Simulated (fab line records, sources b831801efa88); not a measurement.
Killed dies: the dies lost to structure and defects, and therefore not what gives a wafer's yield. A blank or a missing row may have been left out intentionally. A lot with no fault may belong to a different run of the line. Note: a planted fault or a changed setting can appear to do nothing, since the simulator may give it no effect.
Which tool was responsible? | flow sky130 | Sampling: 6 lots, 17 wafers, 4 of 708 route steps

WHAT THE GAUGES READ, wafer by wafer
SKY_METAL2_CD_MEAS_15: target cd 140 nm.
lot  | measured     | on       | cdNm (nm)
L356 | day 36 16:44 | cdSem-01 | 140.0 138.2 138.8
L358 | day 37 05:06 | cdSem-02 | 140.4 140.2 141.1
L360 | day 37 21:34 | cdSem-01 | 138.8 138.2 139.2
L363 | day 38 23:25 | cdSem-02 | 139.0 139.1 140.7
L372 | day 41 10:13 | cdSem-01 | 96.9 98.8
L375 | day 42 04:34 | cdSem-02 | 139.3 138.3 138.8

WHICH TOOL RAN EACH LOT (tool, then ch and the chambers of the sampled wafers, then the start)
lot  | SKY_LDD_N_STRIP_16                  | SKY_METAL1_SPUTTER_02       | SKY_METAL2_EXPOSE_12
L356 | plasmaAsher-03 ch 0,1, day 19 13:57 | pvdSputter-04, day 33 07:07 | krfScanner-02 ch 0, day 36 03:42
L358 | plasmaAsher-01 ch 0,1, day 20 05:30 | pvdSputter-03, day 33 18:54 | krfScanner-01 ch 0, day 36 16:19
L360 | plasmaAsher-03 ch 0,1, day 20 22:57 | pvdSputter-02, day 34 11:41 | krfScanner-01 ch 0, day 37 08:44
L363 | plasmaAsher-01 ch 1, day 22 03:53   | pvdSputter-04, day 35 14:42 | krfScanner-02 ch 0, day 38 11:09
L372 | plasmaAsher-04 ch 1, day 25 06:27   | pvdSputter-02, day 38 05:41 | krfScanner-01 ch 0, day 40 22:21
L375 | plasmaAsher-04 ch 0,1, day 26 05:55 | pvdSputter-03, day 39 00:32 | krfScanner-02 ch 0, day 41 16:41
- SKY_LDD_N_STRIP_16: strips in O2/N2.
- SKY_METAL1_SPUTTER_02: material AlCu, target thk 250 nm, time 13.3 s.
- SKY_METAL2_EXPOSE_12: exposes mask MM2, target cd 140 nm.

THE ANSWER, worked out from the rows above alone
Rule: the lots themselves supply what counts as usual. The widest of any qualifying gaps counts: lots, ordered by their means at a reading, are off when they make up no more than a third of the lots, leave a main group of 4 or more, and stand apart from it by 3 or more times the standard deviation of that group's means. If all means in a main group match to the digits the tables above print for the reading, that group is not used. A lot without any number at a reading at which 4 lots or more have one is off too. Any other lot the step has rows for is counted as sound.
Off, at SKY_METAL2_CD_MEAS_15 on cdNm: L372. The main group has a mean of 139.3 nm with a standard deviation of 0.69.
If a tool, at a process step before that reading, ran all the lots that are off and no sound lot after the first of them, it fits. The gauges at SKY_METAL2_CD_MEAS_15 are tried like those tools. Can't be told from this: 3 tools fit, pvdSputter-02 at SKY_METAL1_SPUTTER_02, krfScanner-01 at SKY_METAL2_EXPOSE_12, cdSem-01 at SKY_METAL2_CD_MEAS_15.

WHAT WAS PUT IN BY THE SIMULATOR
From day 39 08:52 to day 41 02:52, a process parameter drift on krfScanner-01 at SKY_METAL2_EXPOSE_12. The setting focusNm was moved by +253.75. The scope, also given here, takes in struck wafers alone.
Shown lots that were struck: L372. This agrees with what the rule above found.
